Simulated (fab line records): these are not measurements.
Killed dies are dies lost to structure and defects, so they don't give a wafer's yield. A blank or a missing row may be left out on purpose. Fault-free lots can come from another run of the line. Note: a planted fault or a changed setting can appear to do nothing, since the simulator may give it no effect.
Comparing a struck lot with a sound one + flow sky130 + 14 out of 708 route steps
Sound: these wafers, L189.1, L189.4, L189.6. The struck wafers were L188.3, L188.5, L188.6. The cause is named last.
For every step that has rows: the tool of each side, followed by ch and its chambers, followed by its first start. Under that, the readings that differ: sound wafers + struck wafers + difference of the means + sigmas: that difference in standard deviations of wafers without a fault.
alike: readings with means less than 2 such deviations apart, plus words and numbers identical on both sides. not compared: withheld readings, readings lacking a value on some wafer, bounds such as >300 that could conceal the same value, and numbers that have no deviation in the record and whose values overlap.
A row with sigmas, a row that says differs or no value, or rows on one side alone: a step with any of these is where the two part. Numbers that don't overlap but have no deviation are shown without sigmas and don't part them. Lack of a reading on every wafer of one side parts them only where that side has two or more wafers.

first, 3 steps without rows for these wafers: SKY_METAL2_CLEAN_22 (cleans in IPA, time 180 s); SKY_METAL2_CLEAN_23 (cleans in O3/DIW); SKY_VIA2_HDPCVD_00 (deposits SiO2, target thk 1180 nm, time 196.7 s).
SKY_VIA2_THK_MEAS_01:
  sound: filmMetro-04 at day 40 23:49; struck: filmMetro-03 at day 40 21:17
  alike: VIA2_HDPCVD_THK
SKY_VIA2_CMP_02: polishes SiO2.
  sound on cmp-02 ch 0,3, day 41 00:14; struck on cmp-02 ch 0,1,3, day 40 21:26
  alike: motorCurrentA
SKY_VIA2_BOW_MEAS_03:
  sound: filmMetro-01 at day 41 00:32; struck: filmMetro-04 at day 40 21:40
  alike: VIA2_BOW
then, 6 steps without rows for these wafers: SKY_VIA2_DEHYDRATE_04 (time 60 s); SKY_VIA2_HMDS_05 (prime time 60 s); SKY_VIA2_COAT_06 (resist thk 60 nm); SKY_VIA2_COAT_07 (resist thk 450 nm); SKY_VIA2_SOFTBAKE_08 (time 90 s); SKY_VIA2_EXPOSE_09 (exposes mask VIM2, target cd 200 nm).
SKY_VIA2_PEB_10:
  struck on lithoTrack-03, day 41 21:00; sound on lithoTrack-03 ch 0, day 42 00:00
| reading        | sound          | struck | difference                    | sigmas |
|----------------|----------------|--------|-------------------------------|--------|
| exhaustPa (Pa) | 44.8 44.4 44.7 | - - -  | no value on the struck wafers |        |
  not compared: chillPlateTempC, resistLineTempC
then, 1 step without rows for these wafers: SKY_VIA2_DEVELOP_11 (develop time 60 s).

WHERE THEY PART
Within this record, at SKY_VIA2_PEB_10 only.

WHY: what the simulator had put in
Skipped step whole: lithoTrack-03, from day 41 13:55 on, at SKY_VIA2_PEB_10. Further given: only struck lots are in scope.
